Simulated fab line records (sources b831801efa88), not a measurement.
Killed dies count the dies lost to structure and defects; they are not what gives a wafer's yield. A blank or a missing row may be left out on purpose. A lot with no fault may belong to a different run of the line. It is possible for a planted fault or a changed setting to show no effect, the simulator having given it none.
Matching of chambers -- flow sky130 -- SKY_LI_CONTACT_CMP_02 on cmp-01 has 4 sister chambers
The step polishes PSG. 4 wafers are shown with their chamber, then 6 later ones without.

== WAFERS, EACH WITH ITS CHAMBER ==
wafer,chamber,motorCurrentA (A)
L567.2,1,11.9
L567.5,0,12.1
L568.2,2,11.3
L568.3,3,12.6

== WAFERS WITH NO CHAMBER GIVEN ==
wafer,motorCurrentA (A)
L568.4,11.0
L570.4,12.0
L570.5,11.7
L570.6,11.8
L576.1,11.3
L576.6,11.9

== WHICH CHAMBER EACH ONE RAN IN ==
wafer,from the rows above,in truth
L568.4,2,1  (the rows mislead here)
L570.4,can't be placed: 0 or 1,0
L570.5,can't be placed: 1 or 2 or 0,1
L570.6,can't be placed: 1 or 0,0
L576.1,2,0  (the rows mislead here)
L576.6,can't be placed: 1 or 0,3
0 of 6 placed correctly. From these rows, 4 cannot be placed; in 3 the true chamber is one of the candidates. Wrongly placed: 2.
How it was worked out, from the rows above alone: a wafer's distance from a chamber is the root of the sum, over the readings, of the square of ((its reading less the chamber's mean) divided by the reading's scatter). The wafer belongs to the nearest chamber; if the next one is less than 2 further off, it can't be placed. A chamber's mean is the mean of its shown wafers. The scatter: with one shown wafer a chamber, the root of the mean of the squares of how far each hidden wafer lies from its nearest shown one.
